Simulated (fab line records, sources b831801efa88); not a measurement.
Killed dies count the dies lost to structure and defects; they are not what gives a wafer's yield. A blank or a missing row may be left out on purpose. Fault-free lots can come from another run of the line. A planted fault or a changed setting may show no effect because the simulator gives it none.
fab line records + flow sky130
record:
- lots: 10
- wafers: 30
- lastDay: 49
route steps=708 shown FIELD_ISO@18 LDD_P@265 SPACER@304 CONTACT@431
lots that met no fault: from a run of the same line without faults
startH: the number of hours between the record's first day and the start of the first shown wafer of the lot + waitH: how many hours have passed since the lot's step before this one + " repeats the value in the row above + L1.1+2: a single row standing in for several wafers + - no value, or no start given + * or withheld: withheld + < > ~ a bound
route shown NAME@n: names a module that has steps shown in the file, with the first one's number in the route + usual: mean/standard deviation of fault-free wafers + same: alike in all rows + chamber/n: place in a boat + sites: each site's reading + _std_site: standard deviation across them + _edge_site: inner sites' mean taken away from outer sites' mean + radiusMm: for every site, how far away it sits from the centre of the wafer + mask NAME#n: copy n + behind: the tool/chamber that last shaped the wafer + hold: why the lot went on hold/how many hours it stayed there/how the hold came to an end + device: whichever transistor did not switch (one of n, p or np) + end of line: the route-end tests of the same wafers + a step with no rows: only its recipe + killed: dies that structure and defects cost at the first sort, which is not the same as the wafer's yield + map: a wafer's dies, x killed, . not, _ none there
set.NAME: the setting that was run; set.NAME@STEP: the one run at that earlier step + model.NAME: the simulator's own value behind a step, which no gauge read
one table for each step of the route and one row for each wafer, over a sample of lots
services: from which hour (startH, from the record's first day; less than 0 if before it) a tool's chamber was out of use, for how many hours, and why
== steps ==
step: SKY_FIELD_ISO_ETCH_17
recipe:
- targetDepthA: 3420
- maskMaterial: Si3N4
- chemistry: HBr/Cl2/O2
- target: Si
- taperDeg: 5
- icpW: 600
- biasW: 150
- pressureMtorr: 15
- HBr_flow_sccm: 150
- Cl2_flow_sccm: 40
- O2_flow_sccm: 6
- timeS: 97.7
usual:
- biasW: 150.0/0.43
- drypumpMotorCurrentA: 5.9/0.57
- oesProductAu: 1.001/0.0083
- throttleValvePct: 25.656/0.011
same:
- timeS: 97.7
| lot.wafer | tool     | chamber | startH | waitH | biasW | drypumpMotorCurrentA | oesProductAu | rfHoursCounterH | throttleValvePct |
|-----------|----------|---------|--------|-------|-------|----------------------|--------------|-----------------|------------------|
| L353.1    | rieSi-01 | 0       | 35.53  | 0.1   | 149.7 | 6.7                  | 1.000        | 43              | 25.676           |
| L353.4    | "        | 1       | "      | "     | 150.3 | 5.3                  | 1.003        | 4               | 25.657           |
| L353.6    | "        | 1       | "      | "     | 149.7 | 5.4                  | 1.013        | -               | 25.640           |
| L354.4    | rieSi-01 | 2       | 40.13  | 0.0   | 149.6 | 6.0                  | 0.992        | 3               | 25.660           |
| L354.5    | "        | 2       | "      | "     | 149.3 | 6.0                  | 1.000        | -               | 25.665           |
| L354.6    | "        | 3       | "      | "     | 150.2 | 5.2                  | 1.004        | -               | 25.659           |
| L358.2    | rieSi-01 | 1       | 62.20  | 0.1   | 150.1 | 5.4                  | 1.001        | 4               | 25.648           |
| L358.3    | "        | 3       | "      | "     | 149.7 | 5.2                  | 0.992        | 5               | 25.658           |
| L358.6    | "        | 2       | "      | "     | 149.8 | 6.0                  | 0.991        | -               | 25.671           |
| L359.1    | rieSi-02 | 1       | 65.28  | 0.1   | 149.9 | 5.8                  | 0.992        | 153             | 25.653           |
| L359.2    | "        | 2       | "      | "     | 149.7 | 5.1                  | 0.997        | 48              | 25.664           |
| L359.3    | "        | 3       | "      | "     | 149.9 | 6.3                  | 0.996        | 103             | 25.660           |
| L361.1    | rieSi-01 | 3       | 76.45  | 0.1   | 149.9 | 5.2                  | 0.999        | 5               | 25.644           |
| L361.3    | "        | 2       | "      | "     | 149.8 | 6.0                  | 1.010        | 3               | 25.658           |
| L361.5    | "        | 2       | "      | "     | 150.4 | 6.0                  | 0.996        | -               | 25.662           |
| L362.1    | rieSi-01 | 0       | 81.83  | 0.1   | 150.2 | 6.7                  | 1.006        | 43              | 25.643           |
| L362.3    | "        | 1       | "      | "     | 150.0 | 5.4                  | 1.007        | 4               | 25.670           |
| L362.6    | "        | 3       | "      | "     | 150.4 | 5.2                  | 0.991        | -               | 25.663           |
| L363.3    | rieSi-02 | 3       | 85.18  | 0.0   | 149.7 | 6.3                  | 1.004        | 103             | 25.639           |
| L363.4    | "        | 0       | "      | "     | 150.1 | 6.5                  | 1.016        | -               | 25.644           |
| L363.6    | "        | 3       | "      | "     | 149.5 | 6.3                  | 1.012        | -               | 25.640           |
| L365.3    | rieSi-01 | 1       | 100.20 | 0.0   | 150.1 | 5.3                  | 0.995        | 4               | 25.654           |
| L365.5    | "        | 2       | "      | "     | 150.7 | 6.0                  | 0.993        | -               | 25.655           |
| L365.6    | "        | 3       | "      | "     | 149.9 | 5.2                  | 1.002        | -               | 25.672           |
| L370.4    | rieSi-02 | 2       | 122.05 | 0.0   | 149.2 | 5.1                  | 0.995        | 48              | 25.660           |
| L370.5    | "        | 1       | "      | "     | 150.7 | 5.8                  | 1.006        | -               | 25.661           |
| L370.6    | "        | 0       | "      | "     | 149.7 | 6.5                  | 0.999        | -               | 25.638           |
| L371.3    | rieSi-01 | 3       | 129.30 | 0.0   | 149.1 | 5.2                  | 0.995        | 5               | 25.667           |
| L371.4    | "        | 1       | "      | "     | 149.2 | 5.3                  | 1.007        | 5               | 25.663           |
| L371.6    | "        | 0       | "      | "     | 149.6 | 6.7                  | 1.010        | -               | 25.638           |
step: SKY_LDD_P_STRIP_10
recipe:
- chemistry: O2/N2
- powerW: 1400
- pressureMtorr: 1500
- platenTempC: withheld
- o2FlowSccm: 3000
- n2FlowSccm: 300
- overashFraction: 0.5
usual:
- drypumpMotorCurrentA: 5.7/0.56
- oesProductAu: 0.715/0.0044
- stripTimeToEndpointS: 14.18/0.037
| lot.wafer | tool           | chamber | startH | waitH | drypumpMotorCurrentA | oesProductAu | rfHoursCounterH | stripTimeToEndpointS |
|-----------|----------------|---------|--------|-------|----------------------|--------------|-----------------|----------------------|
| L353.1    | plasmaAsher-02 | 0       | 442.46 | 0.1   | 5.3                  | 0.714        | 62              | 14.24                |
| L353.4    | "              | 1       | "      | "     | 5.1                  | 0.718        | -               | 14.23                |
| L353.6    | "              | 0       | "      | "     | 5.3                  | 0.711        | -               | 14.28                |
| L354.4    | plasmaAsher-01 | 0       | 453.25 | 0.1   | 6.8                  | 0.710        | -               | 14.24                |
| L354.5    | "              | 1       | "      | "     | 5.8                  | 0.709        | -               | 14.20                |
| L354.6    | "              | 0       | "      | "     | 6.8                  | 0.726        | -               | 14.22                |
| L358.2    | plasmaAsher-02 | 0       | 488.96 | 0.1   | 5.3                  | 0.715        | 67              | 14.17                |
| L358.3    | "              | 1       | "      | "     | 5.0                  | 0.715        | -               | 14.15                |
| L358.6    | "              | 0       | "      | "     | 5.3                  | 0.715        | -               | 14.17                |
| L359.1    | plasmaAsher-02 | 1       | 507.66 | 0.1   | 5.1                  | 0.715        | 69              | 14.10                |
| L359.2    | "              | 0       | "      | "     | 5.2                  | 0.715        | 69              | 14.16                |
| L359.3    | "              | 1       | "      | "     | 5.1                  | 0.713        | -               | 14.18                |
| L361.1    | plasmaAsher-04 | 0       | 526.76 | 0.1   | 5.7                  | 0.717        | 79              | 14.21                |
| L361.3    | "              | 1       | "      | "     | 6.1                  | 0.717        | -               | 14.18                |
| L361.5    | "              | 0       | "      | "     | 5.7                  | 0.722        | -               | 14.21                |
| L363.3    | plasmaAsher-02 | 0       | 528.70 | 0.1   | 5.3                  | 0.716        | -               | 14.22                |
| L363.4    | "              | 1       | "      | "     | 5.1                  | 0.713        | -               | 14.18                |
| L363.6    | "              | 1       | "      | "     | 5.1                  | 0.719        | -               | 14.17                |
| L362.1    | plasmaAsher-04 | 0       | 528.94 | 0.1   | 5.7                  | 0.717        | 79              | 14.17                |
| L362.3    | "              | 0       | "      | "     | 5.7                  | 0.712        | -               | 14.14                |
| L362.6    | "              | 1       | "      | "     | 6.1                  | 0.715        | -               | 14.10                |
| L365.3    | plasmaAsher-02 | 0       | 558.22 | 0.1   | 5.3                  | 0.715        | -               | 14.19                |
| L365.5    | "              | 1       | "      | "     | 5.1                  | 0.717        | -               | 14.17                |
| L365.6    | "              | 0       | "      | "     | 5.3                  | 0.708        | -               | 14.15                |
| L370.4    | plasmaAsher-01 | 0       | 593.99 | 0.1   | 6.7                  | 0.715        | -               | 14.19                |
| L370.5    | "              | 1       | "      | "     | 5.8                  | 0.714        | -               | 14.14                |
| L370.6    | "              | 0       | "      | "     | 6.7                  | 0.707        | -               | 14.13                |
| L371.3    | plasmaAsher-02 | 0       | 608.55 | 0.1   | 5.3                  | 0.721        | -               | 14.19                |
| L371.4    | "              | 1       | "      | "     | 5.1                  | 0.709        | -               | 14.19                |
| L371.6    | "              | 0       | "      | "     | 5.3                  | 0.726        | -               | 14.18                |
step: SKY_SPACER_CVD_00
recipe:
- material: Si3N4
- precursor: DCS/NH3
- targetThkNm: 43.1
- tempC: 770
- timeS: 740
- pressureMtorr: 250
usual:
- spikeTcBottomC: 790.5/1.8
- zonePowerBottomPct: 23.0/0.51
- zonePowerUpperPct: 13.7/0.33
| lot.wafer | tool     | chamber | startH | waitH | spikeTcBottomC | zonePowerBottomPct | zonePowerUpperPct |
|-----------|----------|---------|--------|-------|----------------|--------------------|-------------------|
| L353.1    | lpcvd-02 | 1       | 535.36 | 0.0   | 791.3          | 23.2               | 13.9              |
| L353.4    | "        | 1       | "      | "     | 791.5          | 23.4               | 13.8              |
| L353.6    | "        | 1       | "      | "     | 791.4          | 23.4               | 13.7              |
| L354.4    | lpcvd-02 | 1       | 545.11 | 0.0   | 792.5          | 23.2               | 13.9              |
| L354.5    | "        | 1       | "      | "     | 791.9          | 23.2               | 13.9              |
| L354.6    | "        | 1       | "      | "     | 791.2          | 23.3               | 14.1              |
| L358.2    | lpcvd-02 | 1       | 581.30 | 0.0   | 790.7          | 23.1               | 13.9              |
| L358.3    | "        | 1       | "      | "     | 791.5          | 23.5               | 13.8              |
| L358.6    | "        | 1       | "      | "     | 790.4          | 23.3               | 13.9              |
| L359.1    | lpcvd-02 | 1       | 598.38 | 0.3   | 794.0          | 23.6               | 14.0              |
| L359.2    | "        | 1       | "      | "     | 791.6          | 23.1               | 14.2              |
| L359.3    | "        | 1       | "      | "     | 791.9          | 23.6               | 13.9              |
| L361.1    | lpcvd-02 | 0       | 618.07 | 1.0   | 788.2          | 22.8               | 13.1              |
| L361.3    | "        | 0       | "      | "     | 788.1          | 22.3               | 13.2              |
| L361.5    | "        | 0       | "      | "     | 786.6          | 22.3               | 13.3              |
| L362.1    | lpcvd-02 | 1       | 621.92 | 2.9   | 793.0          | 23.3               | 13.9              |
| L362.3    | "        | 1       | "      | "     | 790.1          | 23.3               | 13.8              |
| L362.6    | "        | 1       | "      | "     | 790.3          | 23.3               | 13.8              |
| L363.3    | lpcvd-02 | 1       | 621.92 | 3.4   | 791.9          | 23.3               | 13.9              |
| L363.4    | "        | 1       | "      | "     | 792.6          | 23.8               | 13.5              |
| L363.6    | "        | 1       | "      | "     | 790.6          | 22.9               | 13.9              |
| L365.3    | lpcvd-02 | 1       | 648.75 | 1.7   | 790.4          | 23.4               | 13.8              |
| L365.5    | "        | 1       | "      | "     | 790.7          | 23.1               | 14.1              |
| L365.6    | "        | 1       | "      | "     | 792.5          | 23.6               | 13.8              |
| L370.4    | lpcvd-02 | 1       | 680.25 | 0.6   | 792.3          | 23.8               | 13.9              |
| L370.5    | "        | 1       | "      | "     | 794.0          | 23.4               | 13.8              |
| L370.6    | "        | 1       | "      | "     | 791.5          | 24.1               | 13.7              |
| L371.3    | lpcvd-02 | 1       | 694.63 | 0.0   | 791.4          | 23.0               | 14.1              |
| L371.4    | "        | 1       | "      | "     | 791.2          | 23.3               | 13.8              |
| L371.6    | "        | 1       | "      | "     | 790.0          | 23.4               | 13.8              |
step: SKY_SPACER_THK_MEAS_01
recipe:
- reads: Si3N4_of_SPACER_CVD_00
usual:
- SPACER_CVD_00_THK: 42.8/0.46
| lot.wafer | tool         | chamber | startH | waitH | SPACER_CVD_00_THK[nm] |
|-----------|--------------|---------|--------|-------|-----------------------|
| L353.1    | filmMetro-03 | -       | 536.56 | 0.0   | 42.7                  |
| L353.4    | "            | -       | "      | "     | 42.4                  |
| L353.6    | "            | -       | "      | "     | 42.5                  |
| L354.4    | filmMetro-04 | -       | 546.95 | 0.0   | 42.8                  |
| L354.5    | "            | -       | "      | "     | 42.1                  |
| L354.6    | "            | -       | "      | "     | 42.7                  |
| L358.2    | filmMetro-01 | -       | 583.12 | 0.0   | 42.7                  |
| L358.3    | "            | -       | "      | "     | 42.6                  |
| L358.6    | "            | -       | "      | "     | 43.1                  |
| L359.1    | filmMetro-01 | -       | 601.09 | 0.0   | 42.6                  |
| L359.2    | "            | -       | "      | "     | 42.7                  |
| L359.3    | "            | -       | "      | "     | 42.7                  |
| L361.1    | filmMetro-04 | -       | 619.88 | 0.0   | 42.4                  |
| L361.3    | "            | -       | "      | "     | 42.4                  |
| L361.5    | "            | -       | "      | "     | 42.6                  |
| L362.1    | filmMetro-01 | -       | 623.73 | 0.0   | 43.3                  |
| L362.3    | "            | -       | "      | "     | 43.5                  |
| L362.6    | "            | -       | "      | "     | 42.9                  |
| L363.3    | filmMetro-04 | -       | 623.75 | 0.0   | 43.2                  |
| L363.4    | "            | -       | "      | "     | 42.9                  |
| L363.6    | "            | -       | "      | "     | 43.2                  |
| L365.3    | filmMetro-03 | -       | 649.98 | 0.0   | 42.3                  |
| L365.5    | "            | -       | "      | "     | 42.5                  |
| L365.6    | "            | -       | "      | "     | 42.2                  |
| L370.4    | filmMetro-04 | -       | 681.48 | 0.0   | 39.8                  |
| L370.5    | "            | -       | "      | "     | 40.1                  |
| L370.6    | "            | -       | "      | "     | 39.9                  |
| L371.3    | filmMetro-01 | -       | 695.85 | 0.0   | 39.6                  |
| L371.4    | "            | -       | "      | "     | 39.8                  |
| L371.6    | "            | -       | "      | "     | 39.5                  |
step: SKY_SPACER_ETCHBACK_02
recipe:
- chemistry: CH3F/O2
- target: Si3N4
- stopOn: SiO2
- sourceW: 400
- biasW: 80
- pressureMtorr: 25
- ch3fFlowSccm: 40
- O2_flow_sccm: 30
- timeS: 46.7
- targetDepthA: 450
usual:
- biasW: 80.03/0.25
- drypumpMotorCurrentA: 5.78/0.25
- oesProductAu: 0.852/0.006
- throttleValvePct: 10.561/0.0095
same:
- timeS: 46.7
| lot.wafer | tool       | chamber | startH | waitH | biasW | drypumpMotorCurrentA | oesProductAu | rfHoursCounterH | throttleValvePct |
|-----------|------------|---------|--------|-------|-------|----------------------|--------------|-----------------|------------------|
| L353.1    | rieDiel-03 | 0       | 536.62 | 0.1   | 80.23 | 5.73                 | 0.850        | 35              | 10.551           |
| L353.4    | "          | 1       | "      | "     | 80.12 | 5.67                 | 0.847        | 32              | 10.561           |
| L353.6    | "          | 0       | "      | "     | 79.94 | 5.74                 | 0.854        | -               | 10.549           |
| L354.4    | rieDiel-03 | 2       | 546.98 | 0.0   | 79.75 | 6.05                 | 0.853        | 54              | 10.573           |
| L354.5    | "          | 1       | "      | "     | 80.25 | 5.67                 | 0.837        | -               | 10.583           |
| L354.6    | "          | 2       | "      | "     | 80.18 | 6.06                 | 0.852        | -               | 10.564           |
| L358.2    | rieDiel-03 | 0       | 583.17 | 0.0   | 80.04 | 5.73                 | 0.851        | 35              | 10.548           |
| L358.3    | "          | 3       | "      | "     | 79.76 | 5.70                 | 0.858        | 4               | 10.564           |
| L358.6    | "          | 0       | "      | "     | 79.89 | 5.73                 | 0.855        | -               | 10.552           |
| L359.1    | rieDiel-04 | 0       | 601.15 | 0.1   | 79.92 | 6.19                 | 0.855        | 4               | 10.556           |
| L359.2    | "          | 1       | "      | "     | 80.15 | 5.37                 | 0.841        | 3               | 10.556           |
| L359.3    | "          | 3       | "      | "     | 80.13 | 5.59                 | 0.848        | 7               | 10.566           |
| L361.1    | rieDiel-04 | 3       | 619.94 | 0.1   | 80.27 | 5.61                 | 0.841        | 7               | 10.545           |
| L361.3    | "          | 2       | "      | "     | 80.49 | 6.11                 | 0.850        | 62              | 10.558           |
| L361.5    | "          | 3       | "      | "     | 79.92 | 5.64                 | 0.857        | -               | 10.566           |
| L362.1    | rieDiel-04 | 2       | 623.79 | 0.1   | 79.66 | 6.14                 | 0.859        | 62              | 10.563           |
| L362.3    | "          | 3       | "      | "     | 80.50 | 5.57                 | 0.861        | 7               | 10.556           |
| L362.6    | "          | 0       | "      | "     | 80.04 | 6.18                 | 0.850        | -               | 10.550           |
| L363.3    | rieDiel-03 | 3       | 623.79 | 0.0   | 80.26 | 5.67                 | 0.852        | 5               | 10.562           |
| L363.4    | "          | 2       | "      | "     | 79.55 | 6.07                 | 0.849        | 55              | 10.548           |
| L363.6    | "          | 2       | "      | "     | 79.74 | 6.06                 | 0.859        | -               | 10.552           |
| L365.3    | rieDiel-04 | 2       | 650.02 | 0.0   | 79.87 | 6.12                 | 0.849        | 62              | 10.562           |
| L365.5    | "          | 3       | "      | "     | 79.90 | 5.57                 | 0.850        | -               | 10.561           |
| L365.6    | "          | 0       | "      | "     | 80.39 | 6.19                 | 0.838        | -               | 10.572           |
| L370.4    | rieDiel-01 | 3       | 681.51 | 0.0   | 79.76 | 5.78                 | 0.815        | 58              | 10.559           |
| L370.5    | "          | 1       | "      | "     | 79.87 | 5.59                 | 0.822        | -               | 10.550           |
| L370.6    | "          | 0       | "      | "     | 80.10 | 5.97                 | 0.817        | -               | 10.564           |
| L371.3    | rieDiel-04 | 0       | 695.89 | 0.0   | 80.01 | 6.19                 | 0.814        | 6               | 10.556           |
| L371.4    | "          | 2       | "      | "     | 80.03 | 6.14                 | 0.818        | 0               | 10.574           |
| L371.6    | "          | 3       | "      | "     | 80.21 | 5.59                 | 0.815        | -               | 10.557           |
step: SKY_CONTACT_RS_MEAS_25
recipe:
- thkMeasGauge: four-point-probe
- reads: W_of_CONTACT_CVD_24+TiN_of_CONTACT_SPUTTER_23
usual:
- CONTACT_W_RS: 0.334/0.005
| lot.wafer | tool         | chamber | startH | waitH | CONTACT_W_RS[ohm/sq] |
|-----------|--------------|---------|--------|-------|----------------------|
| L353.1    | filmMetro-02 | -       | 745.30 | 0.1   | 0.335                |
| L353.4    | "            | -       | "      | "     | 0.336                |
| L353.6    | "            | -       | "      | "     | 0.335                |
| L354.4    | filmMetro-01 | -       | 753.16 | 0.1   | 0.328                |
| L354.5    | "            | -       | "      | "     | 0.333                |
| L354.6    | "            | -       | "      | "     | 0.327                |
| L358.2    | filmMetro-02 | -       | 785.73 | 0.1   | 0.328                |
| L358.3    | "            | -       | "      | "     | 0.332                |
| L358.6    | "            | -       | "      | "     | 0.333                |
| L359.1    | filmMetro-02 | -       | 800.03 | 0.1   | 0.344                |
| L359.2    | "            | -       | "      | "     | 0.341                |
| L359.3    | "            | -       | "      | "     | 0.342                |
| L361.1    | filmMetro-01 | -       | 820.10 | 0.1   | 0.335                |
| L361.3    | "            | -       | "      | "     | 0.331                |
| L361.5    | "            | -       | "      | "     | 0.335                |
| L363.3    | filmMetro-01 | -       | 824.10 | 0.1   | 0.334                |
| L363.4    | "            | -       | "      | "     | 0.333                |
| L363.6    | "            | -       | "      | "     | 0.336                |
| L362.1    | filmMetro-03 | -       | 824.16 | 0.1   | 0.341                |
| L362.3    | "            | -       | "      | "     | 0.343                |
| L362.6    | "            | -       | "      | "     | 0.340                |
| L365.3    | filmMetro-03 | -       | 848.42 | 0.1   | 0.332                |
| L365.5    | "            | -       | "      | "     | 0.334                |
| L365.6    | "            | -       | "      | "     | 0.327                |
| L370.4    | filmMetro-03 | -       | 875.69 | 0.1   | 0.333                |
| L370.5    | "            | -       | "      | "     | 0.334                |
| L370.6    | "            | -       | "      | "     | 0.332                |
| L371.3    | filmMetro-02 | -       | 887.29 | 0.1   | 0.329                |
| L371.4    | "            | -       | "      | "     | 0.333                |
| L371.6    | "            | -       | "      | "     | 0.330                |
== services ==
| tool           | chamber | startH | hours | kind   |
|----------------|---------|--------|-------|--------|
| rieSi-01       | 3       | 18.92  | 1.8   | repair |
| plasmaAsher-02 | -       | 22.45  | 3.1   | repair |
| plasmaAsher-02 | -       | 34.58  | 2.5   | repair |
| rieDiel-04     | -       | 81.87  | 2.0   | repair |
| plasmaAsher-02 | -       | 112.83 | 1.6   | repair |
| lpcvd-02       | -       | 115.92 | 0.8   | repair |
| rieDiel-04     | 0       | 145.27 | 1.2   | repair |
| rieSi-01       | -       | 153.25 | 0.2   | repair |
| rieDiel-04     | 3       | 158.87 | 5.1   | repair |
| rieDiel-04     | -       | 160.77 | 0.3   | repair |
| rieDiel-04     | 2       | 167.88 | 6.0   | repair |
| rieDiel-04     | -       | 184.95 | 28.1  | pm     |
| rieSi-01       | 0       | 212.12 | 7.3   | repair |
| rieSi-01       | 1       | 221.73 | 1.9   | repair |
| plasmaAsher-02 | -       | 285.37 | 3.1   | repair |
| plasmaAsher-02 | -       | 297.92 | 4.2   | repair |
| rieSi-01       | 3       | 320.13 | 13.4  | repair |
| rieSi-01       | 3       | 384.82 | 9.8   | repair |
| rieSi-01       | 2       | 501.32 | 3.5   | repair |
| rieSi-01       | -       | 511.96 | 0.1   | repair |
| rieSi-01       | 3       | 532.18 | 3.6   | repair |
| plasmaAsher-02 | -       | 546.82 | 2.8   | pm     |
| plasmaAsher-02 | -       | 577.61 | 15.6  | pm     |
| rieSi-01       | 1       | 598.23 | 2.9   | repair |
== key ==
firstSign:
- step: SKY_SPACER_THK_MEAS_01
- reading: SPACER_CVD_00_THK
- direction: down
- sigmas: 6.6
- usual: 42.8
- struck: 39.8
effect:
- step: SKY_SPACER_ETCHBACK_02
- reading: oesProductAu
- direction: down
- sigmas: 5.8
- usual: 0.852
- struck: 0.817
metAt SKY_SPACER_CVD_00
struckLots L370,L371
struckWafers L370.4,L370.5,L370.6,L371.3,L371.4,L371.6
testerLeftOut L370,L371
notActingAt SKY_FIELD_ISO_ETCH_17,SKY_LDD_P_STRIP_10,SKY_CONTACT_RS_MEAS_25
onsetBetween 648.75 680.25
alsoFits time
fault:
- kind: processParameterDrift
- tool: lpcvd-02
- chamber: 1
- onsetH: 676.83
- steps: SKY_SPACER_CVD_00
- channel: targetThkNm
- offset: -3.7986
- shape: step
- endH: 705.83
- actsIn: theseRecipesOnly
- stated: 43.1
testerLeftOut: of these lots the tester's yield and bins aren't shown, on N5 and GAA mostly nor the transistor test; their killed dies are dies lost to structure and defects alone, not to doping, threshold or leakage, so they don't give the yield
